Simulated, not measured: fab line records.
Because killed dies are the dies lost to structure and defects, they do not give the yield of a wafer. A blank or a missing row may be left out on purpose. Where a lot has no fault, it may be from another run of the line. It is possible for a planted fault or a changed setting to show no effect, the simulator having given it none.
fab line records    flow sfq-line
[record] lots = 5  wafers = 15  last-day = 89
route steps=325 shown M0@32 I0@43
lots untouched by any fault: they come from a run of this same line in which no faults occurred
start-h: start of the lot's first displayed wafer, in hours after the record's first day    wait-h: hours from the lot's prior step to this one    " unchanged from the row above    L1.1+2: several wafers, shown together as one row    - no value, or no start was given    * or withheld: withheld    < > ~ a bound
route shown NAME@n: NAME is a module with steps in the file, n the number in the route of the first one    usual: average and standard deviation across the fault-free wafers    same: alike in all rows    chamber/n: place in a boat    sites: readings site by site    _std_site: the values' standard deviation    _edge_site: inner sites' mean taken away from outer sites' mean    radius-mm: for every site, how far away it sits from the centre of the wafer    mask NAME#n: copy n    behind: the tool/chamber that last shaped the wafer    hold: the reason the lot was held/the length of the hold in hours/how it ended    device: the transistor (n, p or np) that didn't switch    end of line: the same wafers' tests at the end of the route    a step with no rows: only its recipe    killed: at the first sort, the dies lost to defects and structure; wafer yield is something else    map: a wafer's dies, marking killed ones x, the rest . and places with no die _
set.NAME: the setting the step ran with; set.NAME@STEP: the setting that earlier step ran with    model.NAME: the simulator's own value behind a step, which no gauge read
certain route steps with their lots: each step a table, each wafer a row
services: when a tool's chamber went out of use (start-h, in hours from the record's first day, below 0 if earlier), for how many hours, and the reason
[[steps]]
[step SFQ_TRILAYER_M0_LITHO_COAT_026]
[recipe] resist = BARC  spin-rpm = 3000  resist-thk-nm = 62
[step SFQ_TRILAYER_M0_LITHO_COAT_021]
[recipe] resist = KrF  spin-rpm = 3000  resist-thk-nm = 600
[step SFQ_TRILAYER_M0_LITHO_SOFTBAKE_025]
[recipe] temp-c = withheld  time-s = withheld  resist = KrF
[step SFQ_TRILAYER_M0_LITHO_EXPOSE_022]
[recipe] mask-id = M0  na = 0.6  source-shape = conventional  sigma-outer = 0.65  target-cd-nm = 500  dose-mj = 14.4
[step SFQ_TRILAYER_M0_LITHO_PEB_024]
[recipe] peb-temp-c = 115  peb-time-s = 60  resist = KrF
[step SFQ_TRILAYER_M0_LITHO_DEVELOP_023]
[recipe] time-s = 60  resist = KrF
[step SFQ_M0_OVL_MEAS_906]
[usual] M0_OVL = -1/5.6
lot.wafer  tool        chamber  start-h  wait-h  M0_OVL[nm]
L970.2     overlay-02  -        258.28   0.1     -3
L970.5     "           -        "        "       -1
L970.6     "           -        "        "       -5
L975.3     overlay-01  -        311.60   0.1     3
L975.5     "           -        "        "       -3
L975.6     "           -        "        "       -8
L978.1     overlay-01  -        331.99   0.1     -4
L978.5     "           -        "        "       0
L978.6     "           -        "        "       -3
L981.1     overlay-02  -        355.54   0.1     4
L981.2     "           -        "        "       -4
L981.5     "           -        "        "       5
L991.1     overlay-02  -        403.79   0.1     9
L991.3     "           -        "        "       4
L991.5     "           -        "        "       10
[step SFQ_TRILAYER_M0_BARC_OPEN_METAL_ETCH_031]
[recipe] mask-material = PR  chemistry = O2  target-depth-nm = 125  target = BARC  icp-w = 600  bias-w = 80  pressure-mtorr = 10  time-s = 41.7
[usual] drypump-motor-current-A = 5.7/0.33  oes-product-au = 0.685/0.0051
lot.wafer  tool          chamber  start-h  wait-h  drypump-motor-current-A  oes-product-au  rf-hours-counter-h
L970.2     rie-metal-04  1        258.31   0.0     6.0                      0.691           22
L970.5     "             0        "        "       5.8                      0.695           -
L970.6     "             1        "        "       6.0                      0.684           -
L975.3     rie-metal-04  1        311.66   0.1     6.0                      0.685           -
L975.5     "             1        "        "       6.0                      0.683           -
L975.6     "             1        "        "       6.0                      0.687           -
L978.1     rie-metal-04  1        332.02   0.0     6.0                      0.683           40
L978.5     "             1        "        "       6.0                      0.686           -
L978.6     "             0        "        "       5.8                      0.688           -
L981.1     rie-metal-01  1        355.57   0.0     6.0                      0.686           85
L981.2     "             0        "        "       6.1                      0.679           17
L981.5     "             0        "        "       6.1                      0.692           -
L991.1     rie-metal-02  1        403.82   0.0     5.4                      0.687           149
L991.3     "             1        "        "       5.4                      0.683           -
L991.5     "             1        "        "       5.4                      0.680           -
[step SFQ_TRILAYER_M0_ETCH_METAL_ETCH_024]
[recipe] target = Nb  stop-on = SiO2  mask-material = PR  chemistry = Cl2/Ar  target-depth-nm = 240  icp-w = 600  bias-w = 80  pressure-mtorr = 10  time-s = 120
[usual] drypump-motor-current-A = 5.7/0.33  oes-product-au = 0.884/0.0067
lot.wafer  tool          chamber  start-h  wait-h  drypump-motor-current-A  oes-product-au  rf-hours-counter-h
L970.2     rie-metal-04  1        258.37   0.0     6.0                      0.882           22
L970.5     "             0        "        "       5.8                      0.880           -
L970.6     "             1        "        "       6.0                      0.882           -
L975.3     rie-metal-04  1        311.83   0.1     6.0                      0.894           -
L975.5     "             1        "        "       6.0                      0.888           -
L975.6     "             1        "        "       6.0                      0.885           -
L978.1     rie-metal-04  1        332.08   0.0     6.0                      0.885           40
L978.5     "             1        "        "       6.0                      0.872           -
L978.6     "             0        "        "       5.8                      0.880           -
L981.1     rie-metal-01  1        355.63   0.0     6.0                      0.882           85
L981.2     "             0        "        "       6.1                      0.877           17
L981.5     "             0        "        "       6.1                      0.893           -
L991.1     rie-metal-02  1        403.94   0.1     5.4                      0.876           149
L991.3     "             1        "        "       5.4                      0.880           -
L991.5     "             1        "        "       5.4                      0.882           -
[step SFQ_TRILAYER_M0_STRIP_STRIP_025]
[recipe] gas = O2  power-w = 200  platen-temp-c = 40  overash-fraction = 0.65  chemistry = O2  pressure-mtorr = 50
[usual] drypump-motor-current-A = 5.7/0.34  oes-product-au = 0.995/0.0077
lot.wafer  tool          chamber  start-h  wait-h  drypump-motor-current-A  oes-product-au  rf-hours-counter-h
L970.2     rie-metal-04  1        258.49   0.1     6.0                      0.992           22
L970.5     "             0        "        "       5.8                      0.996           -
L970.6     "             1        "        "       6.0                      0.988           -
L975.3     rie-metal-04  1        312.39   0.5     6.0                      0.997           -
L975.5     "             1        "        "       6.0                      0.994           -
L975.6     "             1        "        "       6.0                      1.013           -
L978.1     rie-metal-04  1        332.21   0.1     6.0                      0.996           40
L978.5     "             1        "        "       6.0                      0.988           -
L978.6     "             0        "        "       5.8                      0.996           -
L981.1     rie-metal-01  1        355.76   0.1     6.0                      0.997           85
L981.2     "             0        "        "       6.1                      0.988           18
L981.5     "             0        "        "       6.1                      0.999           -
L991.1     rie-metal-02  1        404.19   0.2     5.4                      0.998           149
L991.3     "             1        "        "       5.4                      0.993           -
L991.5     "             1        "        "       5.4                      1.003           -
[step SFQ_TRILAYER_M0_STRIP_SOLV_CLEAN_026]
[recipe] chemistry = NMP  temp-c = 70  time-s = 600
[step SFQ_TRILAYER_I0_DEP_PECVD_027]
[recipe] material = SiO2  temp-c = 150  time-s = 111.11  pressure-torr = 2.4  rf-w = 183.3  precursor = SiH4/N2O  target-thk-nm = 500
[usual] heater-power-w = 81/8.7  throttle-valve-pct = 24.3/1.4
lot.wafer  tool      chamber  start-h  wait-h  heater-power-w  throttle-valve-pct
L970.2     pecvd-04  1        259.27   0.0     79              26.1
L970.5     "         2        "        "       75              26.2
L970.6     "         1        "        "       82              25.5
L975.3     pecvd-03  0        313.37   0.0     80              21.6
L975.5     "         1        "        "       92              23.3
L975.6     "         0        "        "       82              21.8
L978.1     pecvd-03  2        333.16   0.0     93              24.5
L978.5     "         1        "        "       99              23.5
L978.6     "         2        "        "       97              24.4
L981.1     pecvd-03  0        356.55   0.0     68              21.7
L981.2     "         2        "        "       93              24.6
L981.5     "         0        "        "       75              21.8
L991.1     pecvd-04  0        405.57   0.0     77              25.3
L991.3     "         2        "        "       74              26.3
L991.5     "         1        "        "       83              25.8
[step SFQ_TRILAYER_I0_CMP_CMP_028]
[recipe] material = SiO2  down-force-psi = 3  platen-rpm = 60  pad-velocity-m-s = 0.94248
[usual] motor-current-A = 9.8/0.96  platen-rpm = 60.00/0.034  time-to-endpoint-s = 212/8.6
lot.wafer  tool    chamber  start-h  wait-h  motor-current-A  platen-rpm  time-to-endpoint-s
L970.2     cmp-02  0        272.33   13.0    10.0             59.94       208
L970.6     "       2        273.33   14.0    10.9             60.05       227
L970.5     "       3        "        "       9.8              59.99       218
L975.3     cmp-02  3        315.97   2.6     9.8              60.01       205
L975.6     "       2        317.47   4.0     10.4             60.05       217
L975.5     "       3        "        "       10.0             59.96       220
L978.1     cmp-02  0        334.74   1.5     10.0             53.95       217
L978.5     "       1        "        "       8.1              60.00       230
L978.6     "       2        "        "       10.6             60.03       224
L981.1     cmp-01  2        356.63   0.0     9.7              59.96       198
L981.2     "       1        358.13   1.5     10.1             60.02       209
L981.5     "       2        "        "       10.5             59.96       203
L991.1     cmp-01  2        408.81   3.2     10.1             59.98       193
L991.3     "       0        409.81   4.2     8.8              60.00       202
L991.5     "       2        410.81   5.2     10.6             60.00       202
[step SFQ_I0_BOW_MEAS_907]
[recipe] mode = bow
[usual] I0_BOW = 1/6.8
lot.wafer  tool           chamber  start-h  wait-h  I0_BOW[um]
L970.2     film-metro-04  -        274.35   1.5     5
L970.5     "              -        "        "       -2
L970.6     "              -        "        "       9
L975.3     film-metro-01  -        318.51   2.0     6
L975.5     "              -        "        "       2
L975.6     "              -        "        "       0
L978.1     film-metro-03  -        336.24   1.0     3
L978.5     "              -        "        "       -7
L978.6     "              -        "        "       -11
L981.1     film-metro-01  -        359.63   2.5     6
L981.2     "              -        "        "       3
L981.5     "              -        "        "       -5
L991.1     film-metro-04  -        411.31   2.0     0
L991.3     "              -        "        "       3
L991.5     "              -        "        "       11
[[services]]
tool          chamber  start-h  hours  kind
rie-metal-04  -        239.81   0.2    repair
cmp-01        -        240.76   1.6    repair
rie-metal-04  -        241.08   2.8    pm
rie-metal-02  0        241.28   104.0  repair
cmp-01        -        251.30   3.6    repair
cmp-01        -        275.49   2.4    repair
rie-metal-01  -        278.60   1.4    pm
rie-metal-02  -        289.87   0.5    repair
cmp-02        -        290.95   1.3    repair
pecvd-04      -        299.37   2.6    repair
rie-metal-04  0        300.03   21.9   repair
pecvd-04      2        312.84   7.9    repair
pecvd-04      -        314.34   14.6   pm
rie-metal-02  1        328.79   6.6    repair
cmp-01        -        332.90   4.7    repair
rie-metal-01  1        338.87   1.9    repair
pecvd-04      -        344.26   6.0    pm
cmp-01        -        347.50   1.3    repair
cmp-01        -        383.99   0.8    repair
rie-metal-02  0        392.73   -      clean
rie-metal-02  0        392.73   20.6   scheduled-down
rie-metal-02  0        392.73   20.6   vent-cycle
cmp-02        -        409.25   4.0    pm
rie-metal-02  1        410.76   2.3    repair
[[key]]
[first-sign] step = SFQ_TRILAYER_I0_CMP_CMP_028  reading = platen-rpm  direction = down  sigmas = 99+  usual = 60.00  struck = 53.95
effect none on later readings
met-at SFQ_TRILAYER_I0_CMP_CMP_028
struck-wafers L978.1
onset-between 272.33 334.74
[fault] kind = process-parameter-drift  tool = cmp-02  chamber = 0  onset-h = 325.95  steps = SFQ_TRILAYER_I0_CMP_CMP_028  channel = platen-rpm  offset = -6  shape = step  end-h = 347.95  acts-in = these-recipes-only  stated = 60
